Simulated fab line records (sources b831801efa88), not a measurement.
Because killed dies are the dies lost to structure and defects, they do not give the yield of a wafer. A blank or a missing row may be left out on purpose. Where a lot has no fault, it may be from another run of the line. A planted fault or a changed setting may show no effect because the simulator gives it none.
A struck lot beside a sound one || flow sky130 || 14 steps out of a route of 708
Sound: these wafers, L880.1, L880.2, L880.3. The struck wafers were L882.4, L882.5, L882.6. Last of all comes the cause.
Order at every step that has rows: each side's tool, ch and its chambers, its first start. Under that, the readings that differ: sound wafers || struck wafers || difference of the means || sigmas: that difference in standard deviations of wafers without a fault.
alike: words and numbers the same on both sides, and readings whose means are apart by under 2 such deviations; not compared: readings that were withheld, readings missing a value for some wafer, numbers with overlapping values and no deviation given by the record, and bounds like >300 which may hide the same value.
A row with sigmas, a row that says differs or no value, or rows on one side alone: a step with any of these is where the two part. Numbers that have no deviation but don't overlap get no sigmas and don't part them. Lack of a reading on every wafer of one side parts them only where that side has two or more wafers.

SKY_LI_CONTACT_THK_MEAS_23: measures by xrf.
  sound on film_metro-03, day 32 12:28; struck on film_metro-03, day 32 16:09
  alike: LI_CONTACT_W_THK
SKY_LI_CONTACT_CMP_24: polishes, stops on PSG, t overpolish 20 s, target thk 0 nm.
  sound on cmp-01 ch 1,2,3, day 32 12:46; struck on cmp-01 ch 2,3, day 32 16:14
  alike: motor_current_A, overpolish_run_s, slurry_filter_dp_kPa, time_to_endpoint_s
SKY_LOCAL_INTERCONNECT_SPUTTER_00: material TiN, target thk 100 nm, time 83.3 s.
  sound on pvd_sputter-01, day 32 13:04; struck on pvd_sputter-04, day 32 16:29
  alike: throttle_valve_pct
SKY_LOCAL_INTERCONNECT_RS_MEAS_01: measures by four-point-probe.
  sound on film_metro-04, day 32 13:08; struck on film_metro-04, day 32 16:37
  alike: LOCAL_INTERCONNECT_TIN_RS
SKY_LOCAL_INTERCONNECT_THK_MEAS_02: measures by xrf.
  sound on film_metro-04, day 32 13:15; struck on film_metro-04, day 32 16:42
  alike: LOCAL_INTERCONNECT_TIN_THK
then, 7 steps without rows for these wafers: SKY_LOCAL_INTERCONNECT_DEHYDRATE_03 (time 60 s); SKY_LOCAL_INTERCONNECT_HMDS_04 (prime time 60 s); SKY_LOCAL_INTERCONNECT_COAT_05 (resist thk 60 nm); SKY_LOCAL_INTERCONNECT_COAT_06 (resist thk 450 nm); SKY_LOCAL_INTERCONNECT_SOFTBAKE_07 (time 90 s); SKY_LOCAL_INTERCONNECT_EXPOSE_08 (exposes mask LI1M, target cd 170 nm); SKY_LOCAL_INTERCONNECT_PEB_09.
SKY_LOCAL_INTERCONNECT_DEVELOP_10: develop time 60 s.
  sound on litho_track-01 ch 0, day 33 16:00; struck on litho_track-01, day 33 19:00
  no value came back on the struck wafers for chill_plate_temp_C (C), develop_time_s (s), exhaust_pa (Pa); on the sound wafers chill_plate_temp_C (C) reads 22.80 22.86 22.96
{"reading": "model.KrF-thick_of_LOCAL_INTERCONNECT_COAT_06.thk_nm (nm)", "sound": "437.3 437.1 437.3", "struck": "452.1 451.1 450.7", "difference": "+14.1", "sigmas": ""}
SKY_LOCAL_INTERCONNECT_CD_MEAS_11: target cd 170 nm.
  sound on cd_sem-01, day 33 16:39; struck on cd_sem-02, day 33 19:52
{"reading": "cd_nm (nm)", "sound": "170.2 170.7 170.1", "struck": "- - -", "difference": "no value on the struck wafers", "sigmas": ""}

== WHERE THEY PART ==
Last at SKY_LOCAL_INTERCONNECT_CD_MEAS_11 as far as this record goes, first at SKY_LOCAL_INTERCONNECT_DEVELOP_10.

WHY: the cause the simulator had injected
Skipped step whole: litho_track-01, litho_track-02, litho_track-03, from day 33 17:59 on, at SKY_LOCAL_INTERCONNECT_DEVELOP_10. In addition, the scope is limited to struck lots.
